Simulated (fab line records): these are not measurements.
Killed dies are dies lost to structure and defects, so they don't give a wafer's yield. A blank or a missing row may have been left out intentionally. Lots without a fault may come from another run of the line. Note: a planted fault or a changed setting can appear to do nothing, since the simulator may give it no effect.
Matching of chambers | flow gf180mcu | 4 sister chambers for GF_M5_ETCH_09 on rie diel-03
The step etches Si3N4 in CF4/O2, target depth 52 nm, time 11.6 s. 4 wafers are shown with their chamber, then 12 later ones without.

== WAFERS, EACH WITH ITS CHAMBER ==
wafer  | chamber | drypump motor current A (A)
L087.5 | 2       | 5.2
L088.1 | 3       | 6.0
L088.2 | 0       | 5.6
L088.3 | 1       | 6.1

== WAFERS MISSING THEIR CHAMBER ==
wafer  | drypump motor current A (A)
L088.4 | 5.3
L088.5 | 5.3
L088.6 | 6.1
L094.1 | 6.1
L094.2 | 5.3
L094.4 | 6.0
L095.4 | 6.1
L095.5 | 5.2
L095.6 | 6.1
L096.3 | 5.6
L096.4 | 6.1
L096.5 | 5.6

== WHICH CHAMBER EACH ONE RAN IN ==
wafer  | from the rows above | in truth
L088.4 | 2                   | 2
L088.5 | 2                   | 2
L088.6 | 1                   | 1
L094.1 | 1                   | 1
L094.2 | 2                   | 2
L094.4 | 3                   | 3
L095.4 | 1                   | 1
L095.5 | 2                   | 2
L095.6 | 1                   | 1
L096.3 | 0                   | 0
L096.4 | 1                   | 1
L096.5 | 0                   | 0
Correctly placed: 12 of 12. Number that these rows cannot place: 0. Placed wrongly: 0.
How it was worked out, from the rows above alone: a wafer's distance from a chamber is the root of the sum, over the readings, of the square of ((its reading less the chamber's mean) divided by the reading's scatter). The wafer belongs to the nearest chamber; if the next one is less than 2 further off, it can't be placed. For every chamber, the mean is computed from those of its wafers that are shown. The scatter: with one shown wafer a chamber, the root of the mean of the squares of how far each hidden wafer lies from its nearest shown one.
